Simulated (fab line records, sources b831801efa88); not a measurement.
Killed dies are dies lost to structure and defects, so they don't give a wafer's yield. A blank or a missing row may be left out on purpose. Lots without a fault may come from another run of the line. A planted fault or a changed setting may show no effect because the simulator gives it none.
Problem report in the 8D (eight disciplines) form, filled by code | flow sky130 | the parts of the form that need people (team, actions taken, sign-off) are left out

1. THE PROBLEM
VIA3_HDPCVD_THK at SKY_VIA3_THK_MEAS_01 reads a mean of 1487 nm on 3 wafers of 2 lots; wafers without a fault read 1636 nm with a standard deviation of 20. That is -7.5 standard deviations from the usual mean.
First seen on wafer L468.3, day 41 13:19, on film_metro-02. The record holds 33 wafers of 11 lots with a number at this step. Rule for "out", or "out of limits": more than 4 standard deviations from the usual mean. The other wafers with a number count as sound.

2. WHAT IT IS AND WHAT IT IS NOT
question                    | is                           | is not
which readings at this step | VIA3_HDPCVD_THK              | -
which lots                  | L467, L468                   | L456, L464, L465, L469, L471, L474, L476, L477, L478
which wafers of those lots  | L467.6, L468.3, L468.6       | L467.2, L467.4, L468.5
read on which gauges        | film_metro-02, film_metro-04 | film_metro-03
when                        | from day 41 13:19            | up to then (10 sound wafers); but 20 sound wafers of L467, L469, L471, L474, L476, L477, L478 came after

3. SUSPECTS, AND WHAT RULES EACH OUT
Counting: a tool at a process step up to the reading stays a suspect if it ran every lot that is out. Sound lots after the first of them don't rule it out here, since some wafers of a struck lot are sound.
- the gauge at SKY_VIA3_THK_MEAS_01: ruled out. The wafers that are out were read on 2 gauges (film_metro-02, film_metro-04).
- hdpcvd-02 at SKY_VIA3_HDPCVD_00 (deposits SiO2, target thk 1635 nm, time 272.5 s): kept. It ran every lot that is out, first L468 (day 41 13:07); its last sound lot up to then is L464 (day 41 05:37). Its own readings are out on those wafers: run_length_s.
Left after counting: hdpcvd-02 at SKY_VIA3_HDPCVD_00.

4. THE CAUSE (what the simulator had put in)
Process parameter drift: hdpcvd-02, from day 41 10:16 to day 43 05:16, at SKY_VIA3_HDPCVD_00. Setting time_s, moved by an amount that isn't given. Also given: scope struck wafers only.
Counting left only this tool.

5. THE CHAIN OF EFFECTS, in route order
Each row: a reading whose mean over the struck wafers that have a number lies more than 3 standard deviations from the usual. Only readings for which the record gives a usual standard deviation are gone through. hours: the time from each lot's start at the first step in this table that gives one to its start at this step, as a median over the lots. sigmas: the change in usual standard deviations.
hours | step                 | reading         | usual   | on struck wafers | change | sigmas
0     | SKY_VIA3_HDPCVD_00   | run_length_s    | 300.1 s | 279.1            | -21.0  | -47
0     | SKY_VIA3_THK_MEAS_01 | VIA3_HDPCVD_THK | 1636 nm | 1487             | -149   | -7.5
The process steps in it:
- SKY_VIA3_HDPCVD_00: deposits SiO2, target thk 1635 nm, time 272.5 s.

6. WHAT WOULD HAVE CAUGHT IT SOONER
In this record the first reading out of limits at a measuring or inspecting step was taken at day 41 13:19, 3 hours after the fault began at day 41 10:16.
The tool's own readings at SKY_VIA3_HDPCVD_00 were out on every struck wafer that the step has a row for (run_length_s): an alarm limit on them would have fired on the first of those.
Of the lots that are out (2), L467 began SKY_VIA3_HDPCVD_00 on hdpcvd-02 after day 41 13:19. A hold on the tool at that time would have spared it.
